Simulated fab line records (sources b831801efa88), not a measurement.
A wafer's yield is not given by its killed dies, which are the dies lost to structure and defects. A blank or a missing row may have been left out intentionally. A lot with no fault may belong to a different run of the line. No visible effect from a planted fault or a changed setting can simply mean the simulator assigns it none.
Which tool was responsible?    flow sky130    12 lots, 36 wafers sampled, at 5 steps of a route of 708

WHAT THE GAUGES SHOWED, per wafer
SKY_METAL3_OVL_MEAS_14.
lot   measured      on          METAL3_OVL (nm)
L595  day 39 16:55  overlay-01  14 -3 2
L597  day 39 23:01  overlay-02  -14 -9 -6
L599  day 40 08:37  overlay-02  -1 -11 0
L598  day 40 08:58  overlay-01  2 0 -4
L601  day 41 04:48  overlay-01  -1 -1 4
L603  day 41 16:42  overlay-02  -4 -1 5
L604  day 41 19:46  overlay-01  0 -2 0
L605  day 42 03:25  overlay-02  -19 -8 -7
L606  day 42 05:54  overlay-02  -4 -4 -4
L607  day 42 17:09  overlay-02  -1 1 -4
L608  day 43 11:55  overlay-02  -2 1 -7
L611  day 44 13:40  overlay-01  -11 -6 -7

SKY_VIA4_THK_MEAS_01.
lot   measured      on             VIA4_HDPCVD_THK (nm)
L595  day 42 23:59  film_metro-03  1745 1764 1746
L597  day 43 04:35  film_metro-01  1770 1785 1731
L599  day 43 14:47  film_metro-03  1736 1763 1719
L598  day 43 15:50  film_metro-03  1738 1737 1736
L601  day 44 09:04  film_metro-01  1739 1763 1742
L603  day 44 20:26  film_metro-03  1752 1765 1797
L604  day 44 23:34  film_metro-02  1756 1748 1770
L605  day 45 06:32  film_metro-01  1780 1763 1766
L606  day 45 08:52  film_metro-01  2624 2610 2624
L607  day 45 19:30  film_metro-03  2623 2639 2627
L608  day 46 12:52  film_metro-03  1740 1746 1747
L611  day 47 13:13  film_metro-03  1751 1761 1734

EACH LOT AND THE TOOL THAT RAN IT (in order: tool; ch and the chambers of the sampled wafers; start)
lot   SKY_METAL4_SPUTTER_03         SKY_CAP2M_CVD_00                 SKY_VIA4_HDPCVD_00
L595  pvd_sputter-01, day 40 21:25  pecvd-03 ch 0,1, day 40 21:29    hdpcvd-01 ch 0,1, day 42 23:43
L597  pvd_sputter-04, day 41 02:53  pecvd-03 ch 0,1,2, day 41 02:58  hdpcvd-02 ch 0,1,2, day 43 04:24
L599  pvd_sputter-01, day 41 12:55  pecvd-04 ch 0,1,2, day 41 12:59  hdpcvd-02 ch 0,1,2, day 43 14:37
L598  pvd_sputter-03, day 41 13:49  pecvd-01 ch 0,2, day 41 13:53    hdpcvd-02 ch 1,2, day 43 15:40
L601  pvd_sputter-03, day 42 07:44  pecvd-04 ch 1,2, day 42 07:48    hdpcvd-02 ch 1,2, day 44 08:52
L603  pvd_sputter-01, day 42 20:58  pecvd-04 ch 0,2, day 42 21:02    hdpcvd-01 ch 0,1, day 44 20:15
L604  pvd_sputter-03, day 42 23:35  pecvd-03 ch 0,1, day 42 23:39    hdpcvd-01 ch 1,2, day 44 23:22
L605  pvd_sputter-01, day 43 06:34  pecvd-01 ch 1,2, day 43 06:37    hdpcvd-01 ch 0,1, day 45 06:21
L606  pvd_sputter-03, day 43 09:12  pecvd-04 ch 0, day 43 09:16      hdpcvd-01 ch 0,1, day 45 08:41
L607  pvd_sputter-03, day 43 19:53  pecvd-01 ch 0,2, day 43 19:56    hdpcvd-01 ch 0,2, day 45 19:19
L608  pvd_sputter-03, day 44 13:50  pecvd-03 ch 0,1, day 44 13:55    hdpcvd-02 ch 1,2, day 46 12:41
L611  pvd_sputter-01, day 45 16:00  pecvd-03 ch 0,2, day 45 16:04    hdpcvd-02 ch 0,1,2, day 47 13:01
- SKY_METAL4_SPUTTER_03: material Ti, target thk 5 nm, time 3.3 s.
- SKY_CAP2M_CVD_00: deposits SiO2, target thk 15.5 nm.
- SKY_VIA4_HDPCVD_00: deposits SiO2, target thk 1750 nm, time 291.7 s.

WHAT THE TOOLS THEMSELVES READ (means of the sampled wafers that have a number; where no wafer has one, the mark that the record gives instead)
SKY_METAL4_SPUTTER_03.
lot   tool            throttle_valve_pct (%)
L595  pvd_sputter-01  30.1
L597  pvd_sputter-04  30.9
L599  pvd_sputter-01  30.0
L598  pvd_sputter-03  29.6
L601  pvd_sputter-03  28.8
L603  pvd_sputter-01  29.4
L604  pvd_sputter-03  29.4
L605  pvd_sputter-01  29.8
L606  pvd_sputter-03  28.7
L607  pvd_sputter-03  29.3
L608  pvd_sputter-03  30.0
L611  pvd_sputter-01  29.7

SKY_CAP2M_CVD_00.
lot   tool      heater_power_w (W)  rf_fwd_power_W (W)
L595  pecvd-03  762                 442.3
L597  pecvd-03  693                 440.7
L599  pecvd-04  827                 442.0
L598  pecvd-01  692                 444.3
L601  pecvd-04  842                 442.8
L603  pecvd-04  851                 442.9
L604  pecvd-03  776                 441.5
L605  pecvd-01  654                 444.1
L606  pecvd-04  839                 440.8
L607  pecvd-01  666                 445.2
L608  pecvd-03  822                 439.3
L611  pecvd-03  602                 442.1

SKY_VIA4_HDPCVD_00.
lot   tool       sih4_flow_sccm (sccm)
L595  hdpcvd-01  59.90
L597  hdpcvd-02  59.87
L599  hdpcvd-02  59.87
L598  hdpcvd-02  60.21
L601  hdpcvd-02  59.91
L603  hdpcvd-01  59.90
L604  hdpcvd-01  60.07
L605  hdpcvd-01  59.99
L606  hdpcvd-01  90.02
L607  hdpcvd-01  89.97
L608  hdpcvd-02  59.93
L611  hdpcvd-02  59.95

THE ANSWER, worked out from the rows above alone
Rule: the lots themselves supply what counts as usual. Put in order of their means at a reading, lots are off if they are a third of the lots or fewer, leave a main group of 4 or more, and stand apart from it by a gap of 3 or more times the standard deviation of the main group's means; of several such gaps the widest counts. Not used: any main group whose means are identical at the precision the tables above print for the reading. A lot without any number at a reading at which 4 lots or more have one is off too. The other lots that the step has rows for count as sound. First the gauges in route order, then the tools' own readings, where a lot's mean is used as printed above. The first step at which some lot is off is used, and at that step the reading that is off furthest; a lot without a number counts as furthest.
Off: L606, L607, seen at SKY_VIA4_THK_MEAS_01 (VIA4_HDPCVD_THK). The main group: mean 1753 nm, standard deviation 11.
If a tool, at a process step before that reading, ran all the lots that are off and no sound lot after the first of them, it fits. The gauges at SKY_VIA4_THK_MEAS_01 aren't tried: what is off there is off at SKY_VIA4_HDPCVD_00 too, on other tools, and a gauge's error can't cause that. One fits: SKY_VIA4_HDPCVD_00 on hdpcvd-01. Its last sound lot is L605 (day 45 06:21), its first lot that is off L606 (day 45 08:41): a fault that began between those two fits.
On the lots that are off, the tool's own readings at SKY_VIA4_HDPCVD_00 differ by more than 5 times the standard deviation of the sound lots' means, which bears it out; sih4_flow_sccm reads 90.00 sccm there versus 59.96 sccm on the sound lots.

WHAT WAS PUT IN BY THE SIMULATOR
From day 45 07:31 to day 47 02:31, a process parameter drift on hdpcvd-01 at SKY_VIA4_HDPCVD_00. From 60, the setting sih4_flow_sccm moved by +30. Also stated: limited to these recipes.
Struck lots among those shown: L606, L607. The rule above reached the same finding.
